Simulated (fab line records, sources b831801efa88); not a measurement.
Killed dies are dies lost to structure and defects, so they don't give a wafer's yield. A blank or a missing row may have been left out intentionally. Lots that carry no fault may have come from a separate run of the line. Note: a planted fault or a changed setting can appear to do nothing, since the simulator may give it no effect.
Struck lot and sound lot, side by side    flow sky130    15 steps out of a route of 708
Sound: the wafers L329.1, L329.3, L329.4. The struck wafers were L343.2, L343.4, L343.6. At the end, the cause is stated.
Each step with rows lists, per side, the tool, then ch with its chambers, then its first start. Under that, the readings that differ: sound wafers    struck wafers    difference of the means    sigmas: that difference in standard deviations of wafers without a fault.
alike: readings whose means differ by less than 2 such deviations, and words and numbers that are the same on both sides. not compared: withheld readings, readings that some wafer has no value for, bounds like >300 that may hide the same value, and numbers for which the record gives no deviation and whose values overlap.
The two part at a step that has a row with sigmas, a row that says differs or no value, or rows on one side only. Numbers that don't overlap but have no deviation are shown without sigmas and don't part them. A reading that every wafer of one side lacks parts them only if that side has two wafers or more.

SKY_POLY_GATE_THK_MEAS_21:
  sound: film-metro-02 at day 16 01:33; struck: film-metro-04 at day 21 09:52
reading                       sound           struck          difference  sigmas
POLY_GATE_OXIDATION_THK (nm)  3.77 3.88 3.88  4.04 4.06 4.02  +0.20       +3
SKY_POLY_GATE_CD_MEAS_22:
  sound: cd-sem-01 at day 16 01:37; struck: cd-sem-01 at day 21 09:56
  alike: cd-nm
then, 7 steps without rows for these wafers: SKY_LDD_N_DEHYDRATE_00 (time 60 s); SKY_LDD_N_HMDS_01 (prime time 60 s); SKY_LDD_N_COAT_02 (resist thk 300 nm); SKY_LDD_N_SOFTBAKE_03 (time 60 s); SKY_LDD_N_EXPOSE_04 (exposes mask NTM, target cd 840 nm); SKY_LDD_N_PEB_05; SKY_LDD_N_DEVELOP_06 (develop time 60 s).
SKY_LDD_N_OVL_MEAS_07:
  sound: overlay-02 at day 17 05:35; struck: overlay-01 at day 22 16:07
  alike: LDD_N_OVL
then, 2 steps without rows for these wafers: SKY_LDD_N_IMPLANT_08; SKY_LDD_N_IMPLANT_09.
SKY_LDD_N_IMPLANT_10:
  sound on implanter-02 ch 0, day 17 05:56; struck on implanter-01 ch 0, day 22 16:28
reading                    sound                 struck                difference  sigmas
beam-energy-keV            19.995 19.993 19.991  20.470 20.481 20.478  +0.483      +73
model.implant.drp-nm (nm)  7.212 7.212 7.212     7.331 7.331 7.331     +0.119      
then, 1 step without rows for these wafers: SKY_LDD_N_IMPLANT_11.
-- the record jumps here: 26 days lie between the struck wafers' starts before and after (it left off in module LDD_N and takes up again in module PAD_OPEN, whose first step shown is number 708 of the route) --
SKY_PAD_OPEN_PROBE_99:
  rows exist in the record for the struck wafers here (prober-01, day 48 23:37), but not for the sound ones

WHERE THEY PART
Last at SKY_PAD_OPEN_PROBE_99 as far as this record goes, first at SKY_POLY_GATE_THK_MEAS_21.

WHY: the cause the simulator had injected
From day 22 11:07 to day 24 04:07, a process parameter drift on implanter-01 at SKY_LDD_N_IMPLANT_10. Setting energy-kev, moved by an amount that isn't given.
